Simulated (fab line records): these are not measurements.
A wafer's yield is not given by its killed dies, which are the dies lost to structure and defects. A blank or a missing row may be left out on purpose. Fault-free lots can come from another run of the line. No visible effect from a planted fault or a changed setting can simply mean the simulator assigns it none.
Struck lot and sound lot, side by side + flow sfq-line + 15 out of 325 route steps
Sound: the wafers L863.3, L863.5, L863.6. Struck: wafer L880.3. (L880.2, L880.5 of the same lot were not struck and are left out.) The cause comes at the end.
Order at every step that has rows: each side's tool, ch and its chambers, its first start. Under that, the readings that differ: sound wafers + struck wafers + difference of the means + sigmas: that difference in standard deviations of wafers without a fault.
alike: readings with means less than 2 such deviations apart, plus words and numbers identical on both sides. not compared: withheld readings, readings lacking a value on some wafer, bounds such as >300 that could conceal the same value, and numbers that have no deviation in the record and whose values overlap.
A row with sigmas, a row that says differs or no value, or rows on one side alone: a step with any of these is where the two part. Non-overlapping numbers with no deviation appear without sigmas and do not part them. Lack of a reading on every wafer of one side parts them only where that side has two or more wafers.

first, 1 step without rows for these wafers: SFQ_TRILAYER_M2_STRIP_SOLV_CLEAN_062 (cleans in NMP, time 600 s).
SFQ_TRILAYER_I2_DEP_PECVD_063: deposits SiO2 from SiH4/N2O, time 111.11 s, target thk 500 nm.
  sound on pecvd-03 ch 0,1,2, day 34 22:32; struck on pecvd-02 ch 2, day 44 06:05
  alike: heater-power-w, rf-fwd-power-W, throttle-valve-pct
SFQ_TRILAYER_I2_CMP_CMP_064: polishes SiO2.
  sound on cmp-02 ch 0,1,3, day 35 03:08; struck on cmp-01 ch 2, day 44 06:10
  alike: motor-current-A, time-to-endpoint-s
SFQ_I2_BOW_MEAS_917:
  sound on film-metro-01 at day 35 05:10; struck on film-metro-02 at day 44 09:11
  alike: I2_BOW
SFQ_TRILAYER_I2_METRO_MEASURE_065:
  sound on film-metro-01 at day 35 05:39; struck on film-metro-02 at day 44 09:29
  alike: thk-nm
then, 6 steps without rows for these wafers: SFQ_TRILAYER_I2_VIA_LITHO_COAT_072 (resist thk 62 nm); SFQ_TRILAYER_I2_VIA_LITHO_COAT_067 (resist thk 650 nm); SFQ_TRILAYER_I2_VIA_LITHO_SOFTBAKE_071; SFQ_TRILAYER_I2_VIA_LITHO_EXPOSE_068 (exposes mask I2, target cd 500 nm); SFQ_TRILAYER_I2_VIA_LITHO_PEB_070 (peb time 60 s); SFQ_TRILAYER_I2_VIA_LITHO_DEVELOP_069 (time 60 s).
-- the record jumps here: 6 days lie between the struck wafers' starts before and after --
SFQ_I2_OVL_MEAS_918:
  sound on overlay-01 at day 41 10:18; struck on overlay-01 at day 50 18:55
  alike: I2_OVL
SFQ_TRILAYER_I2_VIA_BARC_OPEN_VIA_ETCH_096: etches BARC in O2, target depth 125 nm, time 41.7 s.
  sound on rie-diel-03 ch 0,2, day 41 10:19; struck on rie-diel-02 ch 0, day 50 18:56
| reading                                                 | sound             | struck | difference | sigmas |
|---------------------------------------------------------|-------------------|--------|------------|--------|
| drypump-motor-current-A (A)                             | 4.7 4.7 5.6       | 6.0    | +1.0       | +2     |
| oes-product-au (a.u.)                                   | 0.688 0.689 0.682 | 0.651  | -0.035     | -7     |
| run-length-s (s)                                        | 70.9 70.6 69.3    | 75.0   | +4.7       | +9     |
| model.KrF_of_TRILAYER_I2_VIA_LITHO_COAT_067.thk-nm (nm) | 574.5 576.1 577   | 566.5  | -9.4       |        |
  alike: rf-fwd-power-W
  not compared: rf-hours-counter-h
SFQ_TRILAYER_I2_VIA_ETCH_VIA_ETCH_070: etches SiO2 in CHF3, stops on Nb, target depth 260 nm.
  sound on rie-diel-03 ch 0,2, day 41 10:22; struck on rie-diel-02 ch 0, day 50 18:59
| reading                                                 | sound           | struck | difference | sigmas |
|---------------------------------------------------------|-----------------|--------|------------|--------|
| drypump-motor-current-A (A)                             | 4.7 4.7 5.6     | 6.0    | +1.0       | +2     |
| model.KrF_of_TRILAYER_I2_VIA_LITHO_COAT_067.thk-nm (nm) | 530.1 531.5 532 | 521.6  | -9.6       |        |
  alike: oes-product-au, rf-fwd-power-W
SFQ_TRILAYER_I2_VIA_STRIP_STRIP_071: strips in O2.
  sound on rie-metal-03 ch 0,1, day 41 10:40; struck on rie-metal-03 ch 1, day 50 19:05
  alike: drypump-motor-current-A, oes-product-au
  not compared: rf-hours-counter-h

== WHERE THEY PART ==
First at SFQ_TRILAYER_I2_VIA_BARC_OPEN_VIA_ETCH_096; last, within this record, at SFQ_TRILAYER_I2_VIA_ETCH_VIA_ETCH_070. Later steps at which nothing parts them and some readings are alike: SFQ_TRILAYER_I2_VIA_STRIP_STRIP_071.

WHY: the cause the simulator had injected
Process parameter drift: rie-diel-02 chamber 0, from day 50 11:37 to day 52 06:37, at SFQ_TRILAYER_I2_VIA_BARC_OPEN_VIA_ETCH_096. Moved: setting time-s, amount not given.
